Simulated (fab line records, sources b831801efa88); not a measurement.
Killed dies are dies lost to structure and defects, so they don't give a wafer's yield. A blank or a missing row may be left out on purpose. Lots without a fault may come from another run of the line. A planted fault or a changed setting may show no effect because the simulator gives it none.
fab line records | flow sky130
record lots=14 wafers=42 last_day=50
route steps=708 shown FIELD_ISO@14 SD_N@344 METAL2@503
lots that met no fault: from a run of the same line without faults
start_h: hours from the record's first day to the start of the lot's first wafer shown | wait_h: hours since the lot's step before | " the same as in the row above | L1.1+2: a row that stands for several wafers | - no value, or no start given | * or withheld: withheld | < > ~ a bound
route shown NAME@n: a module of which the file shows steps, and the number in the route of the first | usual: mean/standard deviation of fault-free wafers | same: alike in all rows | chamber/n: place in a boat | sites: the reading at each site | _std_site: their standard deviation | _edge_site: outer sites' mean less inner sites' | radius_mm: how far each site lies from the wafer's centre | mask NAME#n: copy n | behind: the tool/chamber that last shaped the wafer | hold: why the lot was held/for how many hours/how that ended | device: the transistor (n, p or np) that didn't switch | end of line: the same wafers' tests at the end of the route | a step without rows: its recipe alone | killed: dies lost to structure and defects at the first sort, not the wafer's yield | map: a wafer's dies, x killed, . not, _ none there
set.NAME: the setting as run; set.NAME@STEP: as run at that earlier step | model.NAME: the simulator's own value behind a step, which no gauge read
steps of the route over a sample of lots; a table a step, a row a wafer
services: from which hour (start_h, from the record's first day; less than 0 if before it) a tool's chamber was out of use, for how many hours, and why
## steps
# step SKY_FIELD_ISO_CD_MEAS_13
# recipe target_cd_nm=150
# usual cd_nm=149.2/1.4
# columns lot.wafer tool chamber start_h wait_h cd_nm
L940.1 cd_sem-02 - 28.84 - 148.8
L940.2 " - " " 148.0
L940.3 " - " " 149.9
L941.1 cd_sem-02 - 33.42 - 149.0
L941.2 " - " " 149.5
L941.3 " - " " 149.6
L943.4 cd_sem-01 - 42.28 - 147.8
L943.5 " - " " 149.1
L943.6 " - " " 147.8
L945.1 cd_sem-01 - 55.39 - 150.2
L945.3 " - " " 147.4
L945.6 " - " " 149.0
L944.2 cd_sem-01 - 55.94 - 149.6
L944.3 " - " " 148.7
L944.4 " - " " 149.9
L947.2 cd_sem-01 - 65.19 - 150.7
L947.3 " - " " 149.5
L947.4 " - " " 149.9
L948.4 cd_sem-02 - 73.65 - 150.8
L948.5 " - " " 150.2
L948.6 " - " " 151.6
L950.2 cd_sem-01 - 85.46 - 151.4
L950.3 " - " " 150.3
L950.4 " - " " 150.3
L951.3 cd_sem-02 - 85.71 - 147.3
L951.5 " - " " 148.1
L951.6 " - " " 148.0
L952.3 cd_sem-01 - 94.38 - 148.5
L952.4 " - " " 148.8
L952.6 " - " " 147.5
L955.2 cd_sem-02 - 105.19 - 150.2
L955.4 " - " " 149.1
L955.6 " - " " 149.6
L957.1 cd_sem-01 - 118.67 - 147.4
L957.5 " - " " 148.3
L957.6 " - " " 149.7
L962.2 cd_sem-01 - 142.71 - 151.6
L962.3 " - " " 150.3
L962.5 " - " " 150.5
L963.1 cd_sem-02 - 148.09 - 147.7
L963.4 " - " " 148.3
L963.5 " - " " 147.6
# step SKY_FIELD_ISO_THK_MEAS_23
# recipe reads=SiO2_of_FIELD_ISO_OXIDATION_22
# usual FIELD_ISO_OXIDATION_01_THK=9.91/0.17
# columns lot.wafer tool chamber start_h wait_h FIELD_ISO_OXIDATION_01_THK[nm]
L940.1 film_metro-04 - 32.34 0.0 9.91
L940.2 " - " " 9.89
L940.3 " - " " 9.73
L941.1 film_metro-02 - 44.96 0.0 9.88
L941.2 " - " " 9.99
L941.3 " - " " 10.04
L943.4 film_metro-03 - 44.99 0.0 9.85
L943.5 " - " " 9.66
L943.6 " - " " 9.81
L945.1 film_metro-02 - 63.08 0.0 9.91
L945.3 " - " " 9.94
L945.6 " - " " 9.93
L944.2 film_metro-03 - 63.09 0.0 9.95
L944.3 " - " " 9.76
L944.4 " - " " 9.95
L947.2 film_metro-04 - 70.15 0.0 9.93
L947.3 " - " " 9.83
L947.4 " - " " 9.86
L948.4 film_metro-04 - 78.57 0.0 9.77
L948.5 " - " " 9.84
L948.6 " - " " 9.86
L950.2 film_metro-03 - 89.93 0.0 9.84
L950.3 " - " " 9.81
L950.4 " - " " 9.80
L951.3 film_metro-02 - 89.94 0.0 9.88
L951.5 " - " " 9.85
L951.6 " - " " 9.86
L952.3 film_metro-03 - 102.56 0.0 10.36
L952.4 " - " " 10.33
L952.6 " - " " 10.29
L955.2 film_metro-03 - 113.03 0.0 9.85
L955.4 " - " " 9.65
L955.6 " - " " 9.70
L957.1 film_metro-02 - 120.88 0.0 9.96
L957.5 " - " " 9.98
L957.6 " - " " 10.04
L962.2 film_metro-02 - 144.83 0.0 9.89
L962.3 " - " " 9.96
L962.5 " - " " 9.88
L963.1 film_metro-03 - 151.85 0.0 10.15
L963.4 " - " " 10.14
L963.5 " - " " 10.17
# step SKY_SD_N_COAT_02
# recipe resist=NOVOLAK spin_rpm=3000 resist_thk_nm=1140
# usual dispense_pressure_kPa=49.5/2.6 exhaust_pa=44.9/0.8
# columns lot.wafer tool chamber start_h wait_h dispense_pressure_kPa exhaust_pa
L940.1 litho_track-04 0 641.81 0.1 47.1 46.3
L940.2 " 0 " " 47.1 45.6
L940.3 " 0 " " 47.1 45.1
L941.1 litho_track-04 0 658.01 0.1 47.1 45.1
L941.2 " 0 " " 47.1 46.4
L941.3 " 0 " " 47.1 46.0
L943.4 litho_track-02 0 671.09 0.1 53.2 44.3
L943.5 " 0 " " 53.2 45.0
L943.6 " 0 " " 53.2 45.4
L944.2 litho_track-02 0 685.54 0.1 53.2 44.6
L944.3 " 0 " " 53.2 45.4
L944.4 " 0 " " 53.2 44.7
L945.1 litho_track-04 0 685.86 0.1 47.1 44.2
L945.3 " 0 " " 47.2 44.4
L945.6 " 0 " " 47.1 44.2
L947.2 litho_track-02 0 707.74 0.1 53.3 44.9
L947.3 " 0 " " 53.2 44.5
L947.4 " 0 " " 53.2 44.8
L948.4 litho_track-03 0 718.51 0.1 48.7 44.7
L948.5 " 0 " " 48.7 45.3
L948.6 " 0 " " 48.7 45.4
L950.2 litho_track-04 0 742.94 0.1 47.1 45.4
L950.3 " 0 " " 47.2 45.1
L950.4 " 0 " " 47.2 44.4
L951.3 litho_track-02 0 743.86 0.1 53.2 44.8
L951.5 " 0 " " 53.2 45.6
L951.6 " 0 " " 53.3 45.7
L952.3 litho_track-03 0 752.73 0.1 48.7 45.1
L952.4 " 0 " " 48.7 45.6
L952.6 " 0 " " 48.7 46.2
L955.2 litho_track-02 0 761.84 0.1 53.1 44.0
L955.4 " 0 " " 53.1 44.9
L955.6 " 0 " " 53.2 45.4
L957.1 litho_track-02 0 767.21 0.1 53.2 44.3
L957.5 " 0 " " 53.2 45.9
L957.6 " 0 " " 53.1 44.9
L962.2 litho_track-04 0 800.24 0.1 47.1 44.8
L962.3 " 0 " " 47.1 43.8
L962.5 " 0 " " 47.1 43.4
L963.1 litho_track-04 0 819.36 0.1 47.2 44.9
L963.4 " 0 " " 47.2 44.8
L963.5 " 0 " " 47.1 44.5
# step SKY_SD_N_CD_MEAS_07
# recipe target_cd_nm=380
# usual cd_nm=380.2/2.1
# columns lot.wafer tool chamber start_h wait_h cd_nm
L940.1 cd_sem-01 - 656.28 0.1 379.3
L940.2 " - " " 379.7
L940.3 " - " " 379.3
L941.1 cd_sem-01 - 672.56 0.1 379.9
L941.2 " - " " 376.9
L941.3 " - " " 379.3
L943.4 cd_sem-01 - 685.24 0.1 377.5
L943.5 " - " " 380.1
L943.6 " - " " 379.9
L944.2 cd_sem-02 - 699.40 0.1 375.2
L944.3 " - " " 376.1
L944.4 " - " " 378.2
L945.1 cd_sem-01 - 699.70 0.1 380.3
L945.3 " - " " 381.4
L945.6 " - " " 380.9
L947.2 cd_sem-02 - 721.08 0.1 379.1
L947.3 " - " " 377.6
L947.4 " - " " 376.6
L948.4 cd_sem-02 - 732.87 0.1 377.6
L948.5 " - " " 376.3
L948.6 " - " " 377.9
L950.2 cd_sem-01 - 756.33 0.1 379.0
L950.3 " - " " 380.2
L950.4 " - " " 378.9
L951.3 cd_sem-01 - 757.87 0.1 377.1
L951.5 " - " " 375.7
L951.6 " - " " 380.9
L952.3 cd_sem-02 - 766.95 0.1 381.2
L952.4 " - " " 382.4
L952.6 " - " " 379.1
L955.2 cd_sem-02 - 775.28 0.1 473.1
L955.4 " - " " 381.0
L955.6 " - " " 379.2
L957.1 cd_sem-01 - 780.26 0.1 470.9
L957.5 " - " " 379.6
L957.6 " - " " 380.2
L962.2 cd_sem-01 - 813.38 0.1 382.6
L962.3 " - " " 383.7
L962.5 " - " " 382.5
L963.1 cd_sem-01 - 832.41 0.1 376.5
L963.4 " - " " 381.2
L963.5 " - " " 379.9
# step SKY_SD_N_STRIP_11
# recipe chemistry=O2/N2 power_w=1400 pressure_mtorr=1500 platen_temp_c=withheld o2_flow_sccm=3000 n2_flow_sccm=300 overash_fraction=0.5
# usual chamber_pressure_mTorr=1499.9/1.4 drypump_motor_current_A=5.5/0.36 oes_product_au=0.527/0.0044 strip_time_to_endpoint_s=22.54/0.043
# columns lot.wafer tool chamber start_h wait_h chamber_pressure_mTorr drypump_motor_current_A oes_product_au rf_hours_counter_h strip_time_to_endpoint_s
L940.1 plasma_asher-02 1 656.74 0.1 1498.4 5.4 0.529 96 22.57
L940.2 " 0 " " 1499.7 6.4 0.529 96 22.56
L940.3 " 1 " " 1501.7 5.4 0.532 - 22.57
L941.1 plasma_asher-03 1 673.02 0.1 1498.2 5.4 0.512 24 22.48
L941.2 " 0 " " 1498.8 5.3 0.525 24 22.46
L941.3 " 0 " " 1498.1 5.3 0.527 - 22.52
L943.4 plasma_asher-03 1 685.67 0.1 1499.4 5.4 0.528 - 22.61
L943.5 " 0 " " 1501.1 5.3 0.536 - 22.62
L943.6 " 1 " " 1498.2 5.4 0.526 - 22.57
L944.2 plasma_asher-03 1 699.84 0.1 1503.3 5.4 0.519 27 22.61
L944.3 " 0 " " 1500.8 5.3 0.535 - 22.57
L944.4 " 1 " " 1501.3 5.4 0.538 - 22.61
L945.1 plasma_asher-01 1 700.16 0.1 1495.8 5.3 0.526 59 22.56
L945.3 " 1 " " 1499.1 5.3 0.523 - 22.51
L945.6 " 0 " " 1498.9 5.4 0.528 - 22.52
L947.2 plasma_asher-02 0 721.52 0.1 1499.4 6.3 0.527 102 22.51
L947.3 " 1 " " 1498.8 5.4 0.523 - 22.54
L947.4 " 0 " " 1499.9 6.4 0.528 - 22.55
L948.4 plasma_asher-01 0 733.30 0.1 1501.5 5.4 0.527 - 22.55
L948.5 " 1 " " 1500.4 5.3 0.531 - 22.61
L948.6 " 0 " " 1500.8 5.4 0.526 - 22.57
L950.2 plasma_asher-02 1 756.77 0.1 1498.7 5.4 0.526 1 22.57
L950.3 " 1 " " 1500.8 5.4 0.525 - 22.56
L950.4 " 0 " " 1498.4 6.4 0.532 - 22.55
L951.3 plasma_asher-03 1 758.32 0.1 1500.1 5.4 0.534 - 22.59
L951.5 " 0 " " 1499.9 5.2 0.525 - 22.61
L951.6 " 1 " " 1501.2 5.4 0.529 - 22.60
L952.3 plasma_asher-03 1 767.40 0.1 1501.1 5.4 0.522 - 22.56
L952.4 " 0 " " 1500.0 5.3 0.524 - 22.56
L952.6 " 0 " " 1497.9 5.3 0.530 - 22.55
L955.2 plasma_asher-02 0 775.72 0.1 1495.5 6.4 0.434 3 15.06
L955.4 " 0 " " 1501.1 6.4 0.527 - 22.54
L955.6 " 0 " " 1500.7 6.4 0.534 - 22.52
L957.1 plasma_asher-02 1 780.72 0.1 1500.7 5.4 0.431 4 15.04
L957.5 " 1 " " 1500.1 5.4 0.525 - 22.57
L957.6 " 0 " " 1501.1 6.3 0.526 - 22.56
L962.2 plasma_asher-01 1 813.82 0.1 1500.8 5.3 0.523 71 22.48
L962.3 " 0 " " 1502.4 5.4 0.527 - 22.49
L962.5 " 1 " " 1497.9 5.3 0.528 - 22.48
L963.1 plasma_asher-01 0 832.87 0.1 1501.5 5.4 0.525 73 22.45
L963.4 " 0 " " 1500.9 5.3 0.532 - 22.49
L963.5 " 0 " " 1499.4 5.3 0.530 - 22.53
# step SKY_METAL2_STRIP_20
# recipe chemistry=O2/N2 power_w=1400 pressure_mtorr=1500 platen_temp_c=withheld o2_flow_sccm=3000 n2_flow_sccm=300 overash_fraction=0.5
# usual chamber_pressure_mTorr=1500.1/1.4 drypump_motor_current_A=5.43/0.18 oes_product_au=0.342/0.0047 strip_time_to_endpoint_s=2.68/0.039
# columns lot.wafer tool chamber start_h wait_h chamber_pressure_mTorr drypump_motor_current_A oes_product_au rf_hours_counter_h strip_time_to_endpoint_s
L940.1 plasma_asher-01 1 831.01 0.1 1501.9 5.29 0.343 72 2.73
L940.2 " 0 " " 1499.6 5.34 0.346 72 2.70
L940.3 " 0 " " 1496.0 5.36 0.337 - 2.72
L941.1 plasma_asher-03 1 845.12 0.1 1501.2 5.41 0.336 41 2.64
L941.2 " 0 " " 1499.1 5.23 0.341 41 2.66
L941.3 " 0 " " 1500.6 5.29 0.348 - 2.66
L943.4 plasma_asher-01 0 855.98 0.1 1499.7 5.35 0.347 - 2.68
L943.5 " 0 " " 1500.5 5.39 0.344 - 2.63
L943.6 " 1 " " 1500.7 5.34 0.340 - 2.69
L944.2 plasma_asher-04 1 870.23 0.1 1501.5 5.79 0.345 102 2.69
L944.3 " 1 " " 1501.7 5.80 0.340 - 2.69
L944.4 " 0 " " 1499.8 5.43 0.345 - 2.70
L945.1 plasma_asher-04 0 871.48 0.1 1499.7 5.42 0.344 102 2.71
L945.3 " 0 " " 1498.5 5.41 0.336 - 2.63
L945.6 " 0 " " 1499.6 5.43 0.348 - 2.62
L947.2 plasma_asher-01 0 891.61 0.1 1500.8 5.37 0.343 79 2.59
L947.3 " 0 " " 1498.0 5.36 0.340 - 2.61
L947.4 " 1 " " 1497.7 5.33 0.342 - 2.62
L948.4 plasma_asher-03 0 901.49 0.1 1501.7 5.28 0.338 - 2.64
L948.5 " 1 " " 1499.6 5.39 0.347 - 2.68
L948.6 " 0 " " 1500.9 5.28 0.350 - 2.73
L950.2 plasma_asher-04 0 922.24 0.1 1500.5 5.42 0.345 107 2.69
L950.3 " 0 " " 1499.8 5.39 0.341 - 2.69
L950.4 " 1 " " 1500.1 5.81 0.327 - 2.62
L951.3 plasma_asher-04 0 924.56 0.1 1500.3 5.42 0.344 - 2.68
L951.5 " 0 " " 1500.2 5.44 0.338 - 2.69
L951.6 " 1 " " 1498.6 5.81 0.345 - 2.68
L952.3 plasma_asher-03 0 933.41 0.1 1499.0 5.28 0.330 - 2.65
L952.4 " 1 " " 1499.8 5.44 0.345 - 2.65
L952.6 " 0 " " 1500.3 5.27 0.333 - 2.64
L955.2 plasma_asher-03 1 941.48 0.1 1498.9 5.38 0.342 51 2.71
L955.4 " 1 " " 1502.9 5.38 0.341 - 2.68
L955.6 " 0 " " 1499.6 5.25 0.344 - 2.65
L957.1 plasma_asher-01 0 945.68 0.1 1496.5 5.35 0.339 84 2.62
L957.5 " 1 " " 1502.7 5.32 0.344 - 2.61
L957.6 " 0 " " 1499.6 5.36 0.340 - 2.70
L962.2 plasma_asher-04 0 974.96 0.1 1499.1 5.42 0.342 113 2.70
L962.3 " 0 " " 1499.1 5.41 0.351 - 2.74
L962.5 " 1 " " 1501.2 5.81 0.343 - 2.73
L963.1 plasma_asher-03 1 991.96 0.1 1500.0 5.39 0.338 54 2.72
L963.4 " 1 " " 1500.1 5.40 0.346 - 2.69
L963.5 " 0 " " 1500.6 5.26 0.341 - 2.70
## services
# columns tool chamber start_h hours kind
plasma_asher-01 - 618.65 1.5 repair
plasma_asher-01 - 665.34 1.1 repair
plasma_asher-04 - 669.09 1.5 repair
plasma_asher-03 - 719.11 4.5 repair
plasma_asher-02 - 733.75 9.0 pm
plasma_asher-02 0 733.75 9.0 vent_cycle
plasma_asher-02 1 733.75 9.0 vent_cycle
plasma_asher-02 0 742.75 - clean
plasma_asher-02 1 742.75 - clean
plasma_asher-04 - 779.48 10.0 repair
litho_track-04 - 797.26 - consumable_replace:filter
plasma_asher-04 - 826.84 14.6 pm
plasma_asher-02 - 837.64 1.6 repair
litho_track-02 - 838.59 - consumable_replace:filter
plasma_asher-03 - 950.80 14.6 pm
## key
first_sign step=SKY_SD_N_CD_MEAS_07 reading=cd_nm direction=up sigmas=45 usual=380.2 struck=472.0
effect step=SKY_SD_N_STRIP_11 reading=strip_time_to_endpoint_s direction=down sigmas=99+ usual=* struck=*
met_at SKY_SD_N_COAT_02
struck_lots L955,L957
struck_wafers L955.2,L957.1
sort_left_out L955.2,L957.1
tester_left_out L955,L957
not_acting_at SKY_FIELD_ISO_CD_MEAS_13,SKY_FIELD_ISO_THK_MEAS_23,SKY_METAL2_STRIP_20
onset_between 743.86 761.84
fault kind=process_parameter_drift tool=litho_track-02 chamber=- onset_h=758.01 steps=SKY_SD_N_COAT_02 channel=resist_thk_nm offset=-656.51 shape=step end_h=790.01 scope=struck_wafers_only acts_in=these_recipes_only stated=1140
# tester_left_out: of these lots the tester's yield and bins aren't shown, on N5 and GAA mostly nor the transistor test; their killed dies are dies lost to structure and defects alone, not to doping, threshold or leakage, so they don't give the yield
# sort_left_out: the simulated sort isn't trusted on such a fault, so these wafers' sort isn't shown, and their yield isn't known
